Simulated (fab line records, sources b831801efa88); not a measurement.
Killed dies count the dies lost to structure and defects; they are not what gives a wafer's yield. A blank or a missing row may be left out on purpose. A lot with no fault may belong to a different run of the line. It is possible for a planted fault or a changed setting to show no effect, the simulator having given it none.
Which of the tools did it? + flow gf180mcu + 42 wafers from 14 lots sampled at 4 of the route's 602 steps

== WHAT THE GAUGES READ, wafer by wafer ==
GF_MIM_THK_MEAS_11: measures by xrf. Usual: MIM_ALCU_THK 206.2 nm, standard deviation 2.6.
| lot  | measured     | on            | MIM_ALCU_THK (nm) | flag |
|------|--------------|---------------|-------------------|------|
| L379 | day 24 06:41 | film_metro-04 | 201.7 204.0 204.4 |      |
| L380 | day 24 12:29 | film_metro-02 | 208.3 207.7 207.6 |      |
| L381 | day 25 02:12 | film_metro-02 | 204.2 201.4 204.3 |      |
| L382 | day 25 07:59 | film_metro-02 | 206.3 204.6 206.2 |      |
| L383 | day 26 00:44 | film_metro-04 | 207.6 208.3 204.1 |      |
| L384 | day 26 04:38 | film_metro-03 | 211.9 207.6 213.3 |      |
| L385 | day 26 11:46 | film_metro-04 | 205.9 203.1 207.3 |      |
| L390 | day 28 05:41 | film_metro-04 | 203.3 203.6 203.5 |      |
| L392 | day 28 16:07 | film_metro-03 | 209.0 209.8 210.4 |      |
| L396 | day 30 03:55 | film_metro-04 | 202.7 206.5 203.0 |      |
| L397 | day 30 05:22 | film_metro-04 | 202.3 203.7 205.2 |      |
| L395 | day 30 06:10 | film_metro-03 | 205.9 208.4 206.1 |      |
| L401 | day 31 05:15 | film_metro-02 | 204.2 208.0 205.9 |      |
| L402 | day 31 07:25 | film_metro-04 | 204.3 203.3 205.6 |      |

GF_M5_OVL_MEAS_08. Usual: M5_OVL 0 nm, standard deviation 5.6.
| lot  | measured     | on         | M5_OVL (nm) | flag |
|------|--------------|------------|-------------|------|
| L379 | day 26 02:49 | overlay-02 | -5 -7 -8    |      |
| L380 | day 26 06:19 | overlay-02 | -3 -6 1     |      |
| L381 | day 26 20:01 | overlay-01 | -4 -4 -3    |      |
| L382 | day 27 02:25 | overlay-02 | -3 -10 -6   |      |
| L383 | day 27 18:59 | overlay-01 | 2 2 3       |      |
| L384 | day 27 22:40 | overlay-01 | 0 2 1       |      |
| L385 | day 28 05:10 | overlay-02 | 15 6 5      |      |
| L390 | day 29 20:28 | overlay-02 | 6 -4 6      |      |
| L392 | day 30 06:07 | overlay-02 | -3 -1 -3    |      |
| L396 | day 31 16:14 | overlay-01 | -4 -1 2     |      |
| L397 | day 31 16:52 | overlay-02 | -1 9 6      |      |
| L395 | day 31 18:25 | overlay-01 | 9 3 5       |      |
| L401 | day 32 15:35 | overlay-01 | 1 -5 3      |      |
| L402 | day 32 17:55 | overlay-02 | -5 3 1      |      |

GF_V5_BOW_MEAS_05. Usual: V5_BOW 133 um, standard deviation 8.5.
| lot  | measured     | on            | V5_BOW (um) | flag |
|------|--------------|---------------|-------------|------|
| L379 | day 26 04:15 | film_metro-01 | 128 137 135 |      |
| L380 | day 26 07:38 | film_metro-03 | 134 120 117 |      |
| L381 | day 26 21:23 | film_metro-02 | 144 142 125 |      |
| L382 | day 27 03:46 | film_metro-02 | 125 141 141 |      |
| L383 | day 27 20:39 | film_metro-01 | 133 121 115 |      |
| L384 | day 28 00:00 | film_metro-02 | 135 139 135 |      |
| L385 | day 28 06:32 | film_metro-01 | 124 146 128 |      |
| L390 | day 29 21:47 | film_metro-01 | 131 129 121 |      |
| L392 | day 30 07:26 | film_metro-02 | 125 151 131 |      |
| L396 | day 31 17:41 | film_metro-03 | 140 140 141 |      |
| L397 | day 31 18:18 | film_metro-02 | 142 131 148 |      |
| L395 | day 31 19:43 | film_metro-03 | 109 128 117 |      |
| L401 | day 32 16:55 | film_metro-02 | 127 129 130 |      |
| L402 | day 32 19:14 | film_metro-02 | 134 127 136 |      |

== EACH LOT AND THE TOOL THAT RAN IT (in order: tool; ch and the chambers of the sampled wafers; start) ==
| lot  | GF_V4_SPUTTER_22             |
|------|------------------------------|
| L379 | pvd_sputter-02, day 24 05:17 |
| L380 | pvd_sputter-01, day 24 11:18 |
| L381 | pvd_sputter-01, day 24 21:31 |
| L382 | pvd_sputter-04, day 25 06:49 |
| L383 | pvd_sputter-02, day 25 23:32 |
| L384 | pvd_sputter-01, day 26 03:27 |
| L385 | pvd_sputter-04, day 26 10:36 |
| L390 | pvd_sputter-01, day 28 04:30 |
| L392 | pvd_sputter-01, day 28 14:56 |
| L396 | pvd_sputter-02, day 30 02:45 |
| L397 | pvd_sputter-04, day 30 04:11 |
| L395 | pvd_sputter-04, day 30 05:00 |
| L401 | pvd_sputter-04, day 31 04:05 |
| L402 | pvd_sputter-02, day 31 06:16 |
- GF_V4_SPUTTER_22: material TiN, target thk 10 nm, time 40 s.

== AS READ BY THE TOOLS THEMSELVES (means over the sampled wafers that have a number; for cases with no such wafer, the mark the record gives instead) ==
GF_V4_SPUTTER_22. Usual: throttle_valve_pct at 30.0 %, with a standard deviation of 0.95.
| lot  | tool           | throttle_valve_pct (%) | flag |
|------|----------------|------------------------|------|
| L379 | pvd_sputter-02 | 30.9                   |      |
| L380 | pvd_sputter-01 | 29.7                   |      |
| L381 | pvd_sputter-01 | 30.2                   |      |
| L382 | pvd_sputter-04 | 29.4                   |      |
| L383 | pvd_sputter-02 | 29.5                   |      |
| L384 | pvd_sputter-01 | 30.0                   |      |
| L385 | pvd_sputter-04 | 29.5                   |      |
| L390 | pvd_sputter-01 | 29.9                   |      |
| L392 | pvd_sputter-01 | 30.2                   |      |
| L396 | pvd_sputter-02 | 31.6                   |      |
| L397 | pvd_sputter-04 | 29.6                   |      |
| L395 | pvd_sputter-04 | 29.2                   |      |
| L401 | pvd_sputter-04 | 29.5                   |      |
| L402 | pvd_sputter-02 | 31.5                   |      |

== THE ANSWER, worked out from the rows above alone ==
Rule: a lot is off if the mean of its wafers that have a number lies more than 3 standard deviations from the usual mean. A lot without any number at a reading at which 4 lots or more have one is off too. Any other lot the step has rows for is counted as sound. Order of review: gauges by route order, followed by the tools' own readings, for which a lot's mean as printed above is used. The first step at which some lot is off is used, and at that step the reading that is off furthest; a lot without a number counts as furthest.
Across all readings shown, no lot is off: no conclusion can be drawn from this.

== WHAT WAS PUT IN BY THE SIMULATOR ==
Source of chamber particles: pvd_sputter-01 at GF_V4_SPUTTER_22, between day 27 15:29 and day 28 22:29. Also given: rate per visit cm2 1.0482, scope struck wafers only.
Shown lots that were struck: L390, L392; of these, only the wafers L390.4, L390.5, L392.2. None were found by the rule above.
